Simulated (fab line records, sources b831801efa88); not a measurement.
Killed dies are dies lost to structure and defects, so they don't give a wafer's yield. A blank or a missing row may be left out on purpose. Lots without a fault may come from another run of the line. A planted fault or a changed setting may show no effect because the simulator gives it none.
Which tool did it? | flow sky130 | 15 lots, 45 wafers sampled, at 6 steps of a route of 708

WHAT THE GAUGES READ, wafer by wafer
SKY_NWELL_TW_MEAS_26. Usual: NWELL_2_TW 494, standard deviation 3.1.
lot  | measured     | on            | NWELL_2_TW  | flag
L264 | day 5 06:58  | film_metro-01 | 494 491 488 |
L265 | day 5 09:14  | film_metro-02 | 495 495 496 |
L266 | day 5 14:40  | film_metro-04 | 490 492 492 |
L267 | day 5 21:32  | film_metro-04 | 490 494 492 |
L271 | day 7 01:00  | film_metro-01 | 30 30 30    | OFF
L272 | day 7 21:42  | film_metro-04 | 30 29 29    | OFF
L274 | day 7 23:46  | film_metro-04 | 30 29 29    | OFF
L273 | day 8 00:05  | film_metro-01 | 497 496 498 |
L275 | day 8 00:09  | film_metro-04 | 492 495 490 |
L276 | day 8 09:40  | film_metro-04 | 493 494 494 |
L277 | day 8 12:28  | film_metro-01 | 496 493 493 |
L280 | day 9 08:00  | film_metro-04 | 492 493 494 |
L281 | day 9 12:03  | film_metro-02 | 499 501 498 |
L283 | day 10 05:17 | film_metro-01 | 495 497 496 |
L284 | day 10 07:25 | film_metro-01 | 495 494 495 |

SKY_SD_N_OVL_MEAS_08. Usual: SD_N_OVL 1.1 nm, standard deviation 1.4.
lot  | measured     | on         | SD_N_OVL (nm)  | flag
L264 | day 27 11:50 | overlay-01 | -1.0 -0.6 0.1  |
L265 | day 27 17:53 | overlay-02 | 2.7 1.4 3.0    |
L266 | day 28 05:59 | overlay-01 | 0.1 -1.1 -0.2  |
L267 | day 28 13:49 | overlay-02 | 1.4 2.6 2.7    |
L271 | day 30 05:46 | overlay-01 | -2.3 -1.6 -0.6 |
L272 | day 31 06:27 | overlay-02 | 0.9 -1.0 1.3   |
L274 | day 31 20:59 | overlay-01 | 0.9 -1.4 -0.3  |
L273 | day 31 22:14 | overlay-02 | 1.7 2.3 1.6    |
L275 | day 31 14:26 | overlay-02 | 1.8 1.8 1.9    |
L276 | day 32 05:32 | overlay-02 | 0.8 0.9 -0.4   |
L277 | day 32 07:08 | overlay-02 | 0.6 1.1 0.5    |
L280 | day 33 06:34 | overlay-02 | 0.4 1.6 -0.3   |
L281 | day 33 10:02 | overlay-02 | -0.9 0.0 0.9   |
L283 | day 34 07:01 | overlay-02 | 0.2 0.3 2.1    |
L284 | day 34 08:26 | overlay-02 | -0.1 -1.7 -0.9 |

SKY_VIA1_BOW_MEAS_03. Usual: VIA1_BOW 79 um, standard deviation 7.6.
lot  | measured     | on            | VIA1_BOW (um) | flag
L264 | day 32 13:25 | film_metro-03 | 78 85 81      |
L265 | day 32 18:27 | film_metro-03 | 81 87 86      |
L266 | day 33 06:23 | film_metro-02 | 68 73 98      |
L267 | day 33 13:08 | film_metro-01 | 70 73 80      |
L271 | day 35 02:56 | film_metro-02 | 69 78 82      |
L272 | day 36 02:55 | film_metro-01 | 67 81 86      |
L274 | day 36 17:24 | film_metro-03 | 85 86 90      |
L273 | day 36 18:20 | film_metro-03 | 87 73 79      |
L275 | day 36 10:23 | film_metro-01 | 73 71 67      |
L276 | day 37 02:13 | film_metro-03 | 79 80 79      |
L277 | day 37 03:31 | film_metro-02 | 84 78 85      |
L280 | day 38 00:37 | film_metro-02 | 67 84 70      |
L281 | day 38 03:44 | film_metro-03 | 81 90 90      |
L283 | day 38 23:54 | film_metro-03 | 71 70 73      |
L284 | day 39 00:09 | film_metro-02 | 92 94 95      |

WHICH TOOL RAN EACH LOT (tool, then ch and the chambers of the sampled wafers, then the start)
lot  | SKY_NWELL_STRIP_14                  | SKY_NWELL_STRIP_25                   | SKY_CONTACT_ETCH_17
L264 | plasma_asher-03 ch 0,1, day 4 13:38 | plasma_asher-03 ch 0,1, day 5 06:51  | rie_diel-01 ch 0,1, day 31 06:25
L265 | plasma_asher-03 ch 0,1, day 4 16:35 | plasma_asher-03 ch 0,1, day 5 09:08  | rie_diel-01 ch 0,1,3, day 31 11:04
L266 | plasma_asher-04 ch 0,1, day 4 21:14 | plasma_asher-03 ch 0,1, day 5 14:35  | rie_diel-01 ch 1,3, day 31 23:07
L267 | plasma_asher-01 ch 0,1, day 5 04:17 | plasma_asher-03 ch 0,1, day 5 21:26  | rie_diel-03 ch 0,1,2, day 32 06:19
L271 | plasma_asher-04 ch 0,1, day 6 05:44 | plasma_asher-03 ch 0,1, day 7 00:54  | rie_diel-01 ch 0,1,3, day 33 21:25
L272 | plasma_asher-01 ch 0,1, day 7 01:33 | plasma_asher-04 ch 0,1, day 7 21:36  | rie_diel-02 ch 0,1,3, day 34 21:19
L274 | plasma_asher-01 ch 0,1, day 7 03:42 | plasma_asher-03 ch 0,1, day 7 23:39  | rie_diel-03 ch 2,3, day 35 11:25
L273 | plasma_asher-04 ch 0,1, day 7 03:59 | plasma_asher-03 ch 0,1, day 7 23:59  | rie_diel-01 ch 1,2, day 35 12:40
L275 | plasma_asher-04 ch 0,1, day 7 04:09 | plasma_asher-01 ch 1, day 8 00:03    | rie_diel-02 ch 1,2,3, day 35 04:49
L276 | plasma_asher-01 ch 0,1, day 7 13:05 | plasma_asher-01 ch 0,1, day 8 09:33  | rie_diel-03 ch 0,1,3, day 35 19:58
L277 | plasma_asher-03 ch 0,1, day 7 16:01 | plasma_asher-04 ch 0,1, day 8 12:23  | rie_diel-03 ch 0,2, day 35 21:31
L280 | plasma_asher-01 ch 0,1, day 8 10:59 | plasma_asher-04 ch 0,1, day 9 07:54  | rie_diel-03 ch 1,2,3, day 36 18:55
L281 | plasma_asher-04 ch 0,1, day 8 15:39 | plasma_asher-01 ch 0,1, day 9 11:57  | rie_diel-03 ch 0,2, day 36 23:01
L283 | plasma_asher-03 ch 0,1, day 9 06:50 | plasma_asher-01 ch 0,1, day 10 05:11 | rie_diel-01 ch 0,1, day 37 19:38
L284 | plasma_asher-01 ch 0,1, day 9 08:35 | plasma_asher-04 ch 0,1, day 10 07:20 | rie_diel-02 ch 1,2,3, day 37 19:55
- SKY_NWELL_STRIP_14: strips in O2/N2.
- SKY_NWELL_STRIP_25: strips in O2/N2.
- SKY_CONTACT_ETCH_17: etches SiO2 in C4F8/O2/Ar, stops on Si3N4, target depth 340 nm.

WHAT THE TOOLS THEMSELVES READ (means of the sampled wafers that have a number; where no wafer has one, the mark that the record gives instead)
SKY_NWELL_STRIP_14. Usual: chamber_pressure_mTorr 1499.9 mTorr, standard deviation 1.4; drypump_motor_current_A 5.6 A, standard deviation 0.44; oes_product_au 0.723 a.u., standard deviation 0.005; strip_time_to_endpoint_s 36.97 s, standard deviation 0.12.
lot  | tool            | chamber_pressure_mTorr (mTorr) | drypump_motor_current_A (A) | oes_product_au (a.u.) | strip_time_to_endpoint_s (s) | flag
L264 | plasma_asher-03 | 1498.9                         | 5.9                         | 0.729                 | 37.01                        |
L265 | plasma_asher-03 | 1499.9                         | 5.9                         | 0.726                 | 36.98                        |
L266 | plasma_asher-04 | 1500.4                         | 5.0                         | 0.724                 | 37.04                        |
L267 | plasma_asher-01 | 1498.4                         | 5.6                         | 0.717                 | 36.93                        |
L271 | plasma_asher-04 | -                              | -                           | -                     | -                            | OFF
L272 | plasma_asher-01 | -                              | -                           | -                     | -                            | OFF
L274 | plasma_asher-01 | -                              | -                           | -                     | -                            | OFF
L273 | plasma_asher-04 | 1499.9                         | 4.9                         | 0.723                 | 36.91                        |
L275 | plasma_asher-04 | 1501.2                         | 5.0                         | 0.724                 | 37.01                        |
L276 | plasma_asher-01 | 1499.0                         | 5.6                         | 0.727                 | 37.17                        |
L277 | plasma_asher-03 | 1499.8                         | 5.9                         | 0.727                 | 36.90                        |
L280 | plasma_asher-01 | 1501.3                         | 5.6                         | 0.721                 | 36.90                        |
L281 | plasma_asher-04 | 1500.2                         | 4.9                         | 0.722                 | 37.13                        |
L283 | plasma_asher-03 | 1500.3                         | 5.7                         | 0.725                 | 36.85                        |
L284 | plasma_asher-01 | 1499.3                         | 5.6                         | 0.719                 | 36.76                        |

SKY_NWELL_STRIP_25. Usual: chamber_pressure_mTorr 1500.1 mTorr, standard deviation 1.3; drypump_motor_current_A 5.6 A, standard deviation 0.42; oes_product_au 0.723 a.u., standard deviation 0.0051; strip_time_to_endpoint_s 36.90 s, standard deviation 0.1.
lot  | tool            | chamber_pressure_mTorr (mTorr) | drypump_motor_current_A (A) | oes_product_au (a.u.) | strip_time_to_endpoint_s (s) | flag
L264 | plasma_asher-03 | 1499.9                         | 5.7                         | 0.724                 | 36.87                        |
L265 | plasma_asher-03 | 1499.9                         | 5.8                         | 0.724                 | 36.92                        |
L266 | plasma_asher-03 | 1500.5                         | 5.8                         | 0.722                 | 36.82                        |
L267 | plasma_asher-03 | 1500.8                         | 5.9                         | 0.725                 | 37.11                        |
L271 | plasma_asher-03 | 1498.7                         | 5.9                         | 0.737                 | 81.20                        | OFF
L272 | plasma_asher-04 | 1500.5                         | 5.0                         | 0.744                 | 81.48                        | OFF
L274 | plasma_asher-03 | 1499.6                         | 5.7                         | 0.740                 | 81.40                        | OFF
L273 | plasma_asher-03 | 1499.3                         | 5.7                         | 0.720                 | 36.84                        |
L275 | plasma_asher-01 | 1501.2                         | 6.0                         | 0.728                 | 36.90                        |
L276 | plasma_asher-01 | 1500.1                         | 5.6                         | 0.718                 | 36.93                        |
L277 | plasma_asher-04 | 1499.3                         | 4.9                         | 0.725                 | 36.90                        |
L280 | plasma_asher-04 | 1500.8                         | 4.9                         | 0.721                 | 36.82                        |
L281 | plasma_asher-01 | 1500.4                         | 5.6                         | 0.718                 | 36.77                        |
L283 | plasma_asher-01 | 1499.3                         | 5.8                         | 0.726                 | 36.78                        |
L284 | plasma_asher-04 | 1500.6                         | 5.1                         | 0.722                 | 36.86                        |

SKY_CONTACT_ETCH_17. Usual: oes_product_au 0.891 a.u., standard deviation 0.0047.
lot  | tool        | oes_product_au (a.u.) | flag
L264 | rie_diel-01 | 0.890                 |
L265 | rie_diel-01 | 0.891                 |
L266 | rie_diel-01 | 0.898                 |
L267 | rie_diel-03 | 0.890                 |
L271 | rie_diel-01 | 0.890                 |
L272 | rie_diel-02 | 0.892                 |
L274 | rie_diel-03 | 0.891                 |
L273 | rie_diel-01 | 0.891                 |
L275 | rie_diel-02 | 0.891                 |
L276 | rie_diel-03 | 0.890                 |
L277 | rie_diel-03 | 0.889                 |
L280 | rie_diel-03 | 0.894                 |
L281 | rie_diel-03 | 0.893                 |
L283 | rie_diel-01 | 0.890                 |
L284 | rie_diel-02 | 0.891                 |

THE ANSWER, worked out from the rows above alone
Rule: a lot is off if the mean of its wafers that have a number lies more than 3 standard deviations from the usual mean. A lot without any number at a reading at which 4 lots or more have one is off too. The other lots that the step has rows for count as sound. The gauges are gone through in route order, then the tools' own readings, and for those a lot's mean is taken as printed above. The first step at which some lot is off is used, and at that step the reading that is off furthest; a lot without a number counts as furthest.
Off: L271, L272, L274, at SKY_NWELL_TW_MEAS_26 (NWELL_2_TW).
A tool fits if, at a process step before that reading, it ran every lot that is off, and no sound lot after the first of them. The gauges at SKY_NWELL_TW_MEAS_26 aren't tried: what is off there is off at SKY_NWELL_STRIP_14 too, on other tools, and a gauge's error can't cause that. None of those tried fits.

WHAT THE SIMULATOR HAD PUT IN
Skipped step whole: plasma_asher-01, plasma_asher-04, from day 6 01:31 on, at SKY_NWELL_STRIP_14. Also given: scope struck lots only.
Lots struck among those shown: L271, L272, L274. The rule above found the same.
